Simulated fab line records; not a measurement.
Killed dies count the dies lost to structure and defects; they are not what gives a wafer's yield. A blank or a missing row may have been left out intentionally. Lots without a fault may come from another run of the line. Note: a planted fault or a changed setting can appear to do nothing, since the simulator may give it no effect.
fab line records ; flow sky130
record lots=6; wafers=18; lastDay=50
route steps=708 shown SONOS_ONO@186 GATE_OXIDE@187 POLY_GATE@204 RES_PROTECT@206 PAD_OPEN@708
lots with no fault: from the same line, run without faults
startH: hours from the record's opening day to when the first of the lot's shown wafers began ; waitH: time in hours since the lot's previous step ; " same as the row above ; L1.1+2: a single row standing in for several wafers ; - no value present, or no start provided ; * or withheld: withheld ; < > ~ a bound
route shown NAME@n: NAME is a module with steps in the file, n the number in the route of the first one ; usual: average and standard deviation across the fault-free wafers ; same: alike in all rows ; chamber/n: place in a boat ; sites: readings site by site ; _std_site: their standard deviation ; _edge_site: the outer-site mean with the inner-site mean subtracted ; radiusMm: how far each site lies from the wafer's centre ; mask NAME#n: copy n ; behind: the most recent tool/chamber to have shaped the wafer ; hold: reason for holding the lot/hours on hold/outcome of the hold ; device: names the non-switching transistor (n, p or np) ; end of line: tests of these same wafers at the route's end ; a step given without rows: its recipe and nothing more ; killed: the dies lost at the first sort to structure and to defects; this is not the yield of the wafer ; map: per-die view of a wafer (x killed, . not killed, _ where there is no die)
set.NAME: setting as actually run; set.NAME@STEP: the setting as run at that earlier step ; model.NAME: the simulator's own value behind a step, which no gauge read
a table for each step, a row for each wafer; lots at some steps of the route
services: the hour from which a tool's chamber was out of use, counted from the record's first day as startH (under 0 if before that day), plus the number of hours and why
## steps
# step SKY_SONOS_ONO_WET_ETCH_18
# recipe chemistry=H3PO4; targetDepthNm=15; target=Si3N4; tempC=160; timeS=172
# step SKY_GATE_OXIDE_CLEAN_00
# recipe chemistry=SC1/SC2; mix=1:4:20; tempC=70; timeS=150; dry=n2Spin
# step SKY_GATE_OXIDE_OXIDATION_01
# recipe tempC=900; ambient=O2; stabiliseS=600; purgeS=300; targetThkA=102.68; oxTimeS=1473
# step SKY_GATE_OXIDE_THK_MEAS_02
# recipe reads=SiO2_of_GATE_OXIDE_OXIDATION_01
# usual GATE_OXIDE_OXIDATION_00_THK=10.36/0.18
lot.wafer;tool;chamber;startH;waitH;GATE_OXIDE_OXIDATION_00_THK[nm]
L473.1;filmMetro-01;-;275.78;0.0;10.41
L473.5;filmMetro-01;-;275.78;0.0;10.26
L473.6;filmMetro-01;-;275.78;0.0;10.25
L482.1;filmMetro-01;-;346.26;0.0;10.24
L482.2;filmMetro-01;-;346.26;0.0;10.30
L482.6;filmMetro-01;-;346.26;0.0;10.19
L487.2;filmMetro-03;-;395.16;0.0;10.31
L487.4;filmMetro-03;-;395.16;0.0;10.64
L487.6;filmMetro-03;-;395.16;0.0;10.47
L488.1;filmMetro-02;-;406.16;0.0;10.35
L488.3;filmMetro-02;-;406.16;0.0;10.44
L488.6;filmMetro-02;-;406.16;0.0;10.40
L490.1;filmMetro-02;-;420.22;0.0;10.78
L490.4;filmMetro-02;-;420.22;0.0;10.61
L490.5;filmMetro-02;-;420.22;0.0;10.80
L495.1;filmMetro-03;-;466.61;0.0;10.06
L495.2;filmMetro-03;-;466.61;0.0;10.19
L495.5;filmMetro-03;-;466.61;0.0;10.27
# step SKY_GATE_OXIDE_DEHYDRATE_03
# recipe tempC=200; timeS=60
# step SKY_GATE_OXIDE_HMDS_04
# recipe primeTimeS=60; primeTempC=120
# step SKY_GATE_OXIDE_COAT_05
# recipe resist=NOVOLAK; spinRpm=3000; resistThkNm=1140
# step SKY_GATE_OXIDE_SOFTBAKE_06
# recipe tempC=90; timeS=60; resist=NOVOLAK
# step SKY_GATE_OXIDE_EXPOSE_07
# recipe maskId=LVOM; na=0.6; sourceShape=conventional; sigmaOuter=0.6; polarization=unpolarized; targetCdNm=600; doseMj=170
# step SKY_GATE_OXIDE_PEB_08
# recipe tempC=withheld; timeS=*; resist=NOVOLAK
# step SKY_GATE_OXIDE_DEVELOP_09
# recipe resist=NOVOLAK; developer=TMAH; developTimeS=60; devTempC=23
# step SKY_GATE_OXIDE_OVL_MEAS_10
# usual GATE_OXIDE_OVL=-0.2/1.5
lot.wafer;tool;chamber;startH;waitH;GATE_OXIDE_OVL[nm]
L473.1;overlay-01;-;300.12;0.1;-0.3
L473.5;overlay-01;-;300.12;0.1;-1.1
L473.6;overlay-01;-;300.12;0.1;-1.9
L482.1;overlay-01;-;372.91;0.1;0.7
L482.2;overlay-01;-;372.91;0.1;-0.7
L482.6;overlay-01;-;372.91;0.1;-2.3
L487.2;overlay-02;-;425.73;0.1;-0.2
L487.4;overlay-02;-;425.73;0.1;0.0
L487.6;overlay-02;-;425.73;0.1;-2.8
L488.1;overlay-02;-;436.80;0.1;1.1
L488.3;overlay-02;-;436.80;0.1;2.0
L488.6;overlay-02;-;436.80;0.1;0.0
L490.1;overlay-01;-;451.10;0.1;0.8
L490.4;overlay-01;-;451.10;0.1;2.0
L490.5;overlay-01;-;451.10;0.1;-1.0
L495.1;overlay-02;-;497.75;0.1;-2.4
L495.2;overlay-02;-;497.75;0.1;-1.6
L495.5;overlay-02;-;497.75;0.1;-1.9
# step SKY_GATE_OXIDE_IMPLANT_11
# recipe species=B; energyKev=10; doseCm2=2.6e+12; tiltDeg=withheld
# usual beamEnergyKeV=9.999/0.0033; endStationPressureTorr=4.99e-06/2.5e-07
lot.wafer;tool;chamber;startH;waitH;beamEnergyKeV;endStationPressureTorr
L473.1;implanter-04;0;300.16;0.0;10.001;4.6e-06
L473.5;implanter-04;0;300.16;0.0;10.001;4.82e-06
L473.6;implanter-04;0;300.16;0.0;10.002;4.63e-06
L482.1;implanter-03;0;372.94;0.0;10.000;5.24e-06
L482.2;implanter-03;0;372.94;0.0;10.002;5.2e-06
L482.6;implanter-03;0;372.94;0.0;10.000;4.76e-06
L487.2;implanter-03;0;425.78;0.0;9.998;5.23e-06
L487.4;implanter-03;0;425.78;0.0;9.999;5.05e-06
L487.6;implanter-03;0;425.78;0.0;9.996;5.15e-06
L488.1;implanter-03;0;436.84;0.0;10.002;4.39e-06
L488.3;implanter-03;0;436.84;0.0;9.999;4.99e-06
L488.6;implanter-03;0;436.84;0.0;9.997;5.05e-06
L490.1;implanter-04;0;451.14;0.0;10.001;5.05e-06
L490.4;implanter-04;0;451.14;0.0;10.003;5.34e-06
L490.5;implanter-04;0;451.14;0.0;10.000;4.95e-06
L495.1;implanter-03;0;497.79;0.0;9.992;4.99e-06
L495.2;implanter-03;0;497.79;0.0;9.996;5.05e-06
L495.5;implanter-03;0;497.79;0.0;9.995;5.09e-06
# step SKY_GATE_OXIDE_WET_ETCH_12
# recipe chemistry=dHF; targetDepthNm=16.8; dry=n2Spin; target=SiO2; dilution=100:1; tempC=25; timeS=336
# step SKY_GATE_OXIDE_STRIP_13
# recipe chemistry=O2/N2; powerW=1400; pressureMtorr=1500; platenTempC=withheld; o2FlowSccm=3000; n2FlowSccm=300; overashFraction=0.5
# usual drypumpMotorCurrentA=5.7/0.48; oesProductAu=0.716/0.0048; stripTimeToEndpointS=14.20/0.037
lot.wafer;tool;chamber;startH;waitH;drypumpMotorCurrentA;oesProductAu;rfHoursCounterH;stripTimeToEndpointS
L473.1;plasmaAsher-01;0;300.41;0.0;4.8;0.717;62;14.16
L473.5;plasmaAsher-01;0;300.41;0.0;4.8;0.717;-;14.17
L473.6;plasmaAsher-01;1;300.41;0.0;6.2;0.716;-;14.18
L482.1;plasmaAsher-03;0;373.19;0.0;5.3;0.710;55;14.20
L482.2;plasmaAsher-03;1;373.19;0.0;5.8;0.720;55;14.21
L482.6;plasmaAsher-03;1;373.19;0.0;5.8;0.726;-;14.22
L487.2;plasmaAsher-01;0;426.01;0.0;4.8;0.718;74;14.28
L487.4;plasmaAsher-01;1;426.01;0.0;6.2;0.718;-;14.23
L487.6;plasmaAsher-01;0;426.01;0.0;4.8;0.714;-;14.26
L488.1;plasmaAsher-04;0;437.09;0.0;5.9;0.719;1;14.17
L488.3;plasmaAsher-04;1;437.09;0.0;6.0;0.704;-;14.20
L488.6;plasmaAsher-04;0;437.09;0.0;5.9;0.714;-;14.19
L490.1;plasmaAsher-03;1;451.49;0.0;5.8;0.713;62;14.23
L490.4;plasmaAsher-03;1;451.49;0.0;5.7;0.712;-;14.19
L490.5;plasmaAsher-03;1;451.49;0.0;5.8;0.714;-;14.24
L495.1;plasmaAsher-04;0;498.04;0.0;5.9;0.713;7;14.17
L495.2;plasmaAsher-04;1;498.04;0.0;6.0;0.716;7;14.21
L495.5;plasmaAsher-04;1;498.04;0.0;6.0;0.714;-;14.16
# step SKY_GATE_OXIDE_TW_MEAS_14
# usual GATE_OXIDE_TW=226.3/2.1
lot.wafer;tool;chamber;startH;waitH;GATE_OXIDE_TW
L473.1;filmMetro-01;-;300.51;0.1;225.4
L473.5;filmMetro-01;-;300.51;0.1;224.1
L473.6;filmMetro-01;-;300.51;0.1;225.3
L482.1;filmMetro-02;-;373.29;0.1;224.9
L482.2;filmMetro-02;-;373.29;0.1;225.6
L482.6;filmMetro-02;-;373.29;0.1;224.0
L487.2;filmMetro-01;-;426.12;0.1;221.6
L487.4;filmMetro-01;-;426.12;0.1;221.3
L487.6;filmMetro-01;-;426.12;0.1;221.8
L488.1;filmMetro-02;-;437.19;0.1;222.8
L488.3;filmMetro-02;-;437.19;0.1;222.2
L488.6;filmMetro-02;-;437.19;0.1;222.0
L490.1;filmMetro-02;-;451.59;0.1;224.6
L490.4;filmMetro-02;-;451.59;0.1;224.7
L490.5;filmMetro-02;-;451.59;0.1;225.1
L495.1;filmMetro-02;-;498.14;0.1;224.6
L495.2;filmMetro-02;-;498.14;0.1;225.0
L495.5;filmMetro-02;-;498.14;0.1;224.5
# step SKY_GATE_OXIDE_CLEAN_15
# recipe chemistry=SC1/SC2; mix=1:4:20; tempC=70; timeS=150; dry=n2Spin
# step SKY_GATE_OXIDE_OXIDATION_16
# recipe tempC=800; ambient=O2; idleTempC=700; rampUpCPerMin=10; rampDownCPerMin=3; stabiliseS=600; purgeS=300; targetThkA=35.7; oxTimeS=1915
# step SKY_POLY_GATE_CVD_00
# recipe material=poly-Si; targetThkNm=180; tempC=620; timeS=720; pressureMtorr=200
# step SKY_POLY_GATE_THK_MEAS_01
# recipe reads=poly-Si_of_POLY_GATE_CVD_00
# usual POLY_GATE_CVD_00_THK=180.2/1.5
lot.wafer;tool;chamber;startH;waitH;POLY_GATE_CVD_00_THK[nm]
L473.1;filmMetro-04;-;305.51;0.0;180.4
L473.5;filmMetro-04;-;305.51;0.0;178.3
L473.6;filmMetro-04;-;305.51;0.0;179.2
L482.1;filmMetro-03;-;377.56;0.0;179.7
L482.2;filmMetro-03;-;377.56;0.0;179.5
L482.6;filmMetro-03;-;377.56;0.0;180.1
L487.2;filmMetro-03;-;430.14;0.0;179.1
L487.4;filmMetro-03;-;430.14;0.0;179.6
L487.6;filmMetro-03;-;430.14;0.0;180.8
L488.1;filmMetro-02;-;440.64;0.0;178.5
L488.3;filmMetro-02;-;440.64;0.0;177.7
L488.6;filmMetro-02;-;440.64;0.0;177.9
L490.1;filmMetro-04;-;454.44;0.0;180.8
L490.4;filmMetro-04;-;454.44;0.0;180.1
L490.5;filmMetro-04;-;454.44;0.0;180.9
L495.1;filmMetro-04;-;500.99;0.0;180.1
L495.2;filmMetro-04;-;500.99;0.0;181.2
L495.5;filmMetro-04;-;500.99;0.0;179.6
# step SKY_RES_PROTECT_DEHYDRATE_00
# recipe tempC=200; timeS=60
# step SKY_RES_PROTECT_HMDS_01
# recipe primeTimeS=60; primeTempC=120
# step SKY_RES_PROTECT_COAT_02
# recipe resist=NOVOLAK; spinRpm=3000; resistThkNm=1140
# step SKY_RES_PROTECT_SOFTBAKE_03
# recipe tempC=90; timeS=60; resist=NOVOLAK
# step SKY_RES_PROTECT_EXPOSE_04
# recipe maskId=RPM; na=0.6; sourceShape=conventional; sigmaOuter=0.6; polarization=unpolarized; targetCdNm=1270; doseMj=131
# step SKY_RES_PROTECT_PEB_05
# recipe tempC=withheld; timeS=*; resist=NOVOLAK
# step SKY_RES_PROTECT_DEVELOP_06
# recipe resist=NOVOLAK; developer=TMAH; developTimeS=60; devTempC=23
# step SKY_POLY_GATE_IMPLANT_02
# recipe species=P; energyKev=30; doseCm2=7.7e+15; tiltDeg=0
# step SKY_RES_PROTECT_STRIP_07
# recipe chemistry=O2/N2; powerW=1400; pressureMtorr=1500; platenTempC=withheld; o2FlowSccm=3000; n2FlowSccm=300; overashFraction=0.5
# usual drypumpMotorCurrentA=5.5/0.41; oesProductAu=0.517/0.0046; stripTimeToEndpointS=23.32/0.05
lot.wafer;tool;chamber;startH;waitH;drypumpMotorCurrentA;oesProductAu;rfHoursCounterH;stripTimeToEndpointS
L473.1;plasmaAsher-03;0;331.44;0.1;5.4;0.511;51;23.29
L473.5;plasmaAsher-03;1;331.44;0.1;5.7;0.515;-;23.33
L473.6;plasmaAsher-03;0;331.44;0.1;5.4;0.512;-;23.34
L482.1;plasmaAsher-02;0;407.49;0.1;5.3;0.509;28;23.31
L482.2;plasmaAsher-02;1;407.49;0.1;5.4;0.508;28;23.33
L482.6;plasmaAsher-02;0;407.49;0.1;5.3;0.515;-;23.30
L487.2;plasmaAsher-03;1;462.49;0.1;5.8;0.518;63;23.38
L487.4;plasmaAsher-03;1;462.49;0.1;5.8;0.521;-;23.39
L487.6;plasmaAsher-03;0;462.49;0.1;5.4;0.518;-;23.38
L488.1;plasmaAsher-02;0;472.78;0.1;5.4;0.525;35;23.35
L488.3;plasmaAsher-02;1;472.78;0.1;5.4;0.514;-;23.33
L488.6;plasmaAsher-02;0;472.78;0.1;5.3;0.514;-;23.33
L490.1;plasmaAsher-03;0;484.95;0.1;5.4;0.520;65;23.27
L490.4;plasmaAsher-03;0;484.95;0.1;5.4;0.517;-;23.27
L490.5;plasmaAsher-03;1;484.95;0.1;5.8;0.516;-;23.29
L495.1;plasmaAsher-01;0;531.05;0.1;4.8;0.514;85;23.25
L495.2;plasmaAsher-01;1;531.05;0.1;6.2;0.515;85;23.26
L495.5;plasmaAsher-01;1;531.05;0.1;6.2;0.521;-;23.29
# step SKY_RES_PROTECT_TW_MEAS_08
# usual POLY_GATE_TW=4077/41
lot.wafer;tool;chamber;startH;waitH;POLY_GATE_TW
L473.1;filmMetro-04;-;331.54;0.1;4004
L473.5;filmMetro-04;-;331.54;0.1;4027
L473.6;filmMetro-04;-;331.54;0.1;4024
L482.1;filmMetro-01;-;407.59;0.1;4067
L482.2;filmMetro-01;-;407.59;0.1;4074
L482.6;filmMetro-01;-;407.59;0.1;4026
L487.2;filmMetro-03;-;462.60;0.1;4103
L487.4;filmMetro-03;-;462.60;0.1;4089
L487.6;filmMetro-03;-;462.60;0.1;4087
L488.1;filmMetro-01;-;472.88;0.1;4054
L488.3;filmMetro-01;-;472.88;0.1;4063
L488.6;filmMetro-01;-;472.88;0.1;4098
L490.1;filmMetro-01;-;485.05;0.1;4066
L490.4;filmMetro-01;-;485.05;0.1;4052
L490.5;filmMetro-01;-;485.05;0.1;4032
L495.1;filmMetro-01;-;531.15;0.1;4092
L495.2;filmMetro-01;-;531.15;0.1;4086
L495.5;filmMetro-01;-;531.15;0.1;4067
# step SKY_RES_PROTECT_CLEAN_09
# recipe chemistry=SC1/SC2; mix=1:4:20; tempC=70; timeS=150; dry=n2Spin
# step SKY_POLY_GATE_CVD_03
# recipe material=Si3N4; precursor=DCS/NH3; targetThkNm=75; tempC=770; timeS=1290; pressureMtorr=250
# step SKY_POLY_GATE_THK_MEAS_04
# recipe reads=Si3N4_of_POLY_GATE_CVD_03
# usual POLY_GATE_CVD_03_THK=74.9/0.53
lot.wafer;tool;chamber;startH;waitH;POLY_GATE_CVD_03_THK[nm]
L473.1;filmMetro-04;-;333.85;0.0;75.2
L473.5;filmMetro-04;-;333.85;0.0;75.3
L473.6;filmMetro-04;-;333.85;0.0;75.1
L482.1;filmMetro-04;-;413.92;0.0;74.2
L482.2;filmMetro-04;-;413.92;0.0;74.5
L482.6;filmMetro-04;-;413.92;0.0;74.2
L487.2;filmMetro-04;-;464.75;0.0;75.1
L487.4;filmMetro-04;-;464.75;0.0;75.1
L487.6;filmMetro-04;-;464.75;0.0;75.0
L488.1;filmMetro-04;-;474.35;0.0;74.0
L488.3;filmMetro-04;-;474.35;0.0;74.7
L488.6;filmMetro-04;-;474.35;0.0;74.8
L490.1;filmMetro-02;-;486.59;0.0;74.7
L490.4;filmMetro-02;-;486.59;0.0;74.3
L490.5;filmMetro-02;-;486.59;0.0;75.1
L495.1;filmMetro-04;-;534.24;0.0;75.6
L495.2;filmMetro-04;-;534.24;0.0;74.8
L495.5;filmMetro-04;-;534.24;0.0;74.8
# step SKY_POLY_GATE_DEHYDRATE_05
# recipe tempC=200; timeS=60
# step SKY_POLY_GATE_HMDS_06
# recipe primeTimeS=60; primeTempC=120
# step SKY_POLY_GATE_COAT_07
# recipe resist=BARC; tempC=withheld; timeS=withheld; spinRpm=3000; resistThkNm=110
# step SKY_POLY_GATE_COAT_08
# recipe resist=KrF-thick; spinRpm=3000; resistThkNm=450
# step SKY_POLY_GATE_SOFTBAKE_09
# recipe tempC=100; timeS=90; resist=KrF-thick
# step SKY_POLY_GATE_EXPOSE_10
# recipe maskId=P1M; na=0.68; sourceShape=conventional; sigmaOuter=0.6; targetCdNm=150; doseMj=28
# step SKY_POLY_GATE_PEB_11
# recipe pebTempC=withheld; pebTimeS=withheld; resist=KrF-thick
# step SKY_POLY_GATE_DEVELOP_12
# recipe developTimeS=60; resist=KrF-thick; devTempC=21
# step SKY_POLY_GATE_CD_MEAS_13
# recipe targetCdNm=150
# usual cdNm=150.2/1.5
lot.wafer;tool;chamber;startH;waitH;cdNm
L473.1;cdSem-01;-;359.75;-;148.2
L473.5;cdSem-01;-;359.75;-;148.7
L473.6;cdSem-01;-;359.75;-;150.4
L482.1;cdSem-01;-;445.59;-;149.2
L482.2;cdSem-01;-;445.59;-;148.2
L482.6;cdSem-01;-;445.59;-;148.2
L487.2;cdSem-01;-;495.72;-;152.5
L487.4;cdSem-01;-;495.72;-;152.6
L487.6;cdSem-01;-;495.72;-;152.7
L488.1;cdSem-02;-;504.50;-;151.7
L488.3;cdSem-02;-;504.50;-;150.6
L488.6;cdSem-02;-;504.50;-;150.4
L490.1;cdSem-02;-;517.59;-;151.4
L490.4;cdSem-02;-;517.59;-;152.2
L490.5;cdSem-02;-;517.59;-;152.6
L495.1;cdSem-01;-;565.14;-;148.0
L495.2;cdSem-01;-;565.14;-;148.0
L495.5;cdSem-01;-;565.14;-;147.4
# step SKY_PAD_OPEN_PROBE_99
# usual killed_at_M0_to_M3=43/7; killed_at_M4_up=3.5/1.9; killedAtContacts=24/5.3; killedAtFrontEnd=15/4.4; killedAtOther=0.3/0.69; killedDies=87/9.7; killedOpen=48/7; killedShort=39/6.4
# same grossDies=492; killedAtBackSide=0
lot.wafer;tool;chamber;startH;waitH;killed_at_M0_to_M3;killed_at_M4_up;killedAtContacts;killedAtFrontEnd;killedAtOther;killedDies;killedOpen;killedShort;model.etest.tipP.rsOhmSqRange;model.etest.nfet_01v8.driveUaUmRange;model.etest.pfet_01v8.driveUaUmRange;model.etest.nfet_01v8.driveUaUmRimLessCentre;model.etest.pfet_01v8_lvt.vtVRange;model.etest.pfet_01v8.vtVRange;model.etest.pfet_01v8_lvt.vtVRimLessCentre;model.etest.nfet_01v8.vtVRange
L473.1;prober-02;-;1073.56;0.1;41;5;19;15;0;80;44;35;204.3;14.19;2.807;5.94;0.03052;0.01138;-0.01089;0.01059
L473.5;prober-02;-;1073.76;0.2;35;1;22;15;0;73;40;33;186.5;6.955;6.379;1.821;0.03238;0.01667;-0.009359;0.008
L473.6;prober-02;-;1073.81;0.2;51;5;37;21;0;114;67;47;153.8;10.5;9.404;6.349;0.02913;0.009839;-0.01066;0.006384
L482.1;prober-01;-;1124.37;0.1;50;2;30;7;0;89;44;44;117.6;5.984;7.646;4.661;0.02688;0.0121;-0.01834;0.01182
L482.2;prober-01;-;1124.42;0.1;42;3;24;9;1;79;37;42;187.7;13.79;7.011;6.273;0.02662;0.01334;-0.01154;0.01013
L482.6;prober-01;-;1124.62;0.2;37;3;20;12;0;72;35;37;100.6;7.885;7.578;-2.98;0.02229;0.01075;-0.01305;0.008175
L487.2;prober-02;-;1157.77;0.1;54;3;23;10;0;90;54;36;405.2;27.89;18.74;7.038;0.2094;0.08071;-0.05529;0.03191
L487.4;prober-02;-;1157.87;0.2;35;6;16;21;0;78;39;39;451;24.82;20.77;3.732;0.2148;0.08326;-0.05676;0.0309
L487.6;prober-02;-;1157.97;0.2;52;5;24;25;0;106;53;52;463.6;27.3;21.35;9.972;0.2183;0.08181;-0.0615;0.03038
L488.1;prober-02;-;1159.23;0.1;49;3;29;14;0;95;51;44;266.7;27.96;18.42;-0.91;0.2174;0.08757;-0.04485;0.02927
L488.3;prober-02;-;1159.33;0.2;48;1;21;12;1;83;48;35;404;19.55;20.81;0.6569;0.2113;0.08648;-0.04718;0.03254
L488.6;prober-02;-;1159.48;0.2;31;7;26;19;0;83;53;30;362.3;31.42;22.42;6.94;0.2183;0.08755;-0.04808;0.03534
L490.1;prober-02;-;1168.87;0.1;49;2;23;15;0;89;42;46;239.4;5.925;5.471;1.733;0.03087;0.01529;0.02351;0.005228
L490.4;prober-02;-;1169.02;0.2;45;3;25;16;1;90;46;43;226.6;4.417;7.032;-0.805;0.03221;0.01538;0.01891;0.006417
L490.5;prober-02;-;1169.07;0.2;49;3;17;14;0;83;37;46;189.6;6.681;6.712;-1.78;0.03074;0.01709;0.01947;0.008184
L495.1;prober-01;-;1194.54;0.1;43;2;22;10;1;78;52;26;188.9;6.198;5.916;0.3784;0.0161;0.01593;0.003897;0.008224
L495.2;prober-01;-;1194.59;0.1;48;6;33;15;0;102;60;42;179.4;11.94;6.353;6.205;0.022;0.009503;-0.004796;0.006541
L495.5;prober-01;-;1194.74;0.2;37;3;31;18;0;89;47;42;151.9;10.36;5.596;1.177;0.00901;0.01322;0.002192;0.01063
# killed by level:class
L473.1 VIA1:geometricParticle:open=9 VIA3:geometricParticle:open=8 LI_CONTACT:geometricParticle:open=6 CONTACT:geometricParticle:open=5 VIA1:geometricParticle:short=5 LI_CONTACT:geometricParticle:short=4 VIA3:geometricParticle:short=4 FIELD_ISO:geometricParticle:open=3
L473.5 VIA1:geometricParticle:open=9 CONTACT:geometricParticle:open=9 VIA3:geometricParticle:open=5 FIELD_ISO:geometricParticle:short=4 POLY_GATE:geometricParticle:open=4 LOCAL_INTERCONNECT:geometricParticle:short=4 CONTACT:geometricParticle:short=4 METAL1:geometricParticle:short=4
L473.6 VIA1:geometricParticle:open=13 CONTACT:geometricParticle:open=13 VIA3:geometricParticle:open=12 LI_CONTACT:geometricParticle:open=11 POLY_GATE:geometricParticle:short=8 CONTACT:geometricParticle:short=8 VIA2:geometricParticle:open=4 POLY_GATE:geometricParticle:open=4
L482.1 CONTACT:geometricParticle:open=9 LI_CONTACT:geometricParticle:open=8 VIA3:geometricParticle:open=8 METAL3:geometricParticle:short=7 METAL1:geometricParticle:short=7 VIA1:geometricParticle:short=7 VIA2:geometricParticle:open=5 VIA1:geometricParticle:open=5
L482.2 VIA1:geometricParticle:open=10 CONTACT:geometricParticle:open=8 METAL1:geometricParticle:short=6 VIA1:geometricParticle:short=6 FIELD_ISO:geometricParticle:short=5 LI_CONTACT:geometricParticle:short=4 LI_CONTACT:geometricParticle:open=4 LOCAL_INTERCONNECT:geometricParticle:short=4
L482.6 CONTACT:geometricParticle:open=9 VIA1:geometricParticle:open=8 METAL1:geometricParticle:short=7 CONTACT:geometricParticle:short=5 POLY_GATE:geometricParticle:open=4 VIA3:geometricParticle:short=4 VIA3:geometricParticle:open=4 FIELD_ISO:geometricParticle:short=3
L487.2 VIA1:geometricParticle:open=16 VIA2:geometricParticle:open=9 CONTACT:geometricParticle:open=8 VIA3:geometricParticle:open=8 LI_CONTACT:geometricParticle:open=6 LI_CONTACT:geometricParticle:short=5 METAL1:geometricParticle:short=5 VIA1:geometricParticle:short=4
L487.4 VIA1:geometricParticle:open=9 FIELD_ISO:geometricParticle:short=8 CONTACT:geometricParticle:open=8 VIA1:geometricParticle:short=5 VIA3:geometricParticle:open=5 METAL4:geometricParticle:short=5 FIELD_ISO:geometricParticle:open=4 LI_CONTACT:geometricParticle:short=4
L487.6 VIA1:geometricParticle:open=13 CONTACT:geometricParticle:open=9 VIA1:geometricParticle:short=9 FIELD_ISO:geometricParticle:short=8 LI_CONTACT:geometricParticle:open=7 VIA2:geometricParticle:open=7 FIELD_ISO:geometricParticle:open=6 POLY_GATE:geometricParticle:short=6
L488.1 VIA2:geometricParticle:open=11 CONTACT:geometricParticle:open=9 VIA1:geometricParticle:open=9 VIA1:geometricParticle:short=7 METAL2:geometricParticle:short=6 LI_CONTACT:geometricParticle:short=6 CONTACT:geometricParticle:short=6 METAL3:geometricParticle:short=5
L488.3 VIA1:geometricParticle:open=11 CONTACT:geometricParticle:open=9 VIA2:geometricParticle:open=8 METAL1:geometricParticle:short=7 LI_CONTACT:geometricParticle:open=6 VIA3:geometricParticle:short=5 LOCAL_INTERCONNECT:geometricParticle:short=4 VIA1:geometricParticle:short=4
L488.6 VIA1:geometricParticle:open=11 LI_CONTACT:geometricParticle:open=11 CONTACT:geometricParticle:open=9 VIA3:geometricParticle:open=7 FIELD_ISO:geometricParticle:open=6 POLY_GATE:geometricParticle:short=4 METAL2:geometricParticle:short=4 METAL4:geometricParticle:short=4
L490.1 VIA1:geometricParticle:open=11 METAL2:geometricParticle:short=8 CONTACT:geometricParticle:open=8 LOCAL_INTERCONNECT:geometricParticle:short=7 VIA2:geometricParticle:open=7 POLY_GATE:geometricParticle:short=6 VIA1:geometricParticle:short=5 VIA3:geometricParticle:short=5
L490.4 CONTACT:geometricParticle:open=13 VIA3:geometricParticle:open=9 VIA1:geometricParticle:open=9 METAL1:geometricParticle:short=9 CONTACT:geometricParticle:short=6 FIELD_ISO:geometricParticle:short=5 METAL2:geometricParticle:short=5 FIELD_ISO:geometricParticle:open=4
L490.5 VIA1:geometricParticle:open=10 VIA1:geometricParticle:short=9 CONTACT:geometricParticle:open=6 METAL2:geometricParticle:short=6 VIA3:geometricParticle:open=5 FIELD_ISO:geometricParticle:open=4 POLY_GATE:geometricParticle:short=4 CONTACT:geometricParticle:short=4
L495.1 VIA1:geometricParticle:open=11 CONTACT:geometricParticle:open=9 VIA1:geometricParticle:short=9 LI_CONTACT:geometricParticle:open=7 VIA2:geometricParticle:open=6 VIA3:geometricParticle:open=6 CONTACT:geometricParticle:short=4 FIELD_ISO:geometricParticle:open=3
L495.2 VIA1:geometricParticle:open=16 CONTACT:geometricParticle:open=16 LI_CONTACT:geometricParticle:open=7 METAL4:geometricParticle:short=6 VIA2:geometricParticle:open=6 FIELD_ISO:geometricParticle:open=5 LOCAL_INTERCONNECT:geometricParticle:short=5 METAL1:geometricParticle:short=5
L495.5 LI_CONTACT:geometricParticle:open=11 CONTACT:geometricParticle:open=8 VIA1:geometricParticle:open=8 CONTACT:geometricParticle:short=7 METAL1:geometricParticle:short=7 VIA3:geometricParticle:open=6 VIA2:geometricParticle:open=5 FIELD_ISO:geometricParticle:short=4
## services
tool;chamber;startH;hours;kind
implanter-03;-;281.49;1.7;repair
implanter-03;-;291.64;0.7;repair
implanter-03;-;295.41;1.8;repair
plasmaAsher-02;-;327.33;0.5;repair
implanter-03;-;327.84;19.2;pm
implanter-03;-;349.76;10.3;repair
implanter-03;-;363.00;1.7;repair
plasmaAsher-04;-;400.43;1.9;repair
plasmaAsher-04;-;421.25;9.0;pm
plasmaAsher-04;0;421.25;9.0;ventCycle
plasmaAsher-04;1;421.25;9.0;ventCycle
plasmaAsher-04;0;430.25;-;clean
plasmaAsher-04;1;430.25;-;clean
implanter-03;-;443.91;0.6;repair
plasmaAsher-01;-;463.48;1.9;repair
plasmaAsher-03;-;469.04;2.8;pm
implanter-03;-;485.75;3.7;repair
plasmaAsher-01;-;515.63;0.7;repair
## key
firstSign step=SKY_GATE_OXIDE_TW_MEAS_14; reading=GATE_OXIDE_TW; direction=down; sigmas=2.1; usual=226.3; struck=221.9
effect none on later readings
modelEffect step=SKY_PAD_OPEN_PROBE_99; value=etest.tipP.rsOhmSqRange; without=198.6; struck=392.1
metAt SKY_GATE_OXIDE_IMPLANT_11
struckWafers L487.2,L487.4,L487.6,L488.1,L488.3,L488.6
testerLeftOut L487,L488
onsetBetween 372.94 425.78
fault kind=processParameterDrift; tool=implanter-03; chamber=-; onsetH=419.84; steps=SKY_GATE_OXIDE_IMPLANT_11; channel=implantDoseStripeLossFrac; offset=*; shape=step; endH=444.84
# testerLeftOut: of these lots the tester's yield and bins aren't shown, on N5 and GAA mostly nor the transistor test; their killed dies are dies lost to structure and defects alone, not to doping, threshold or leakage, so they don't give the yield
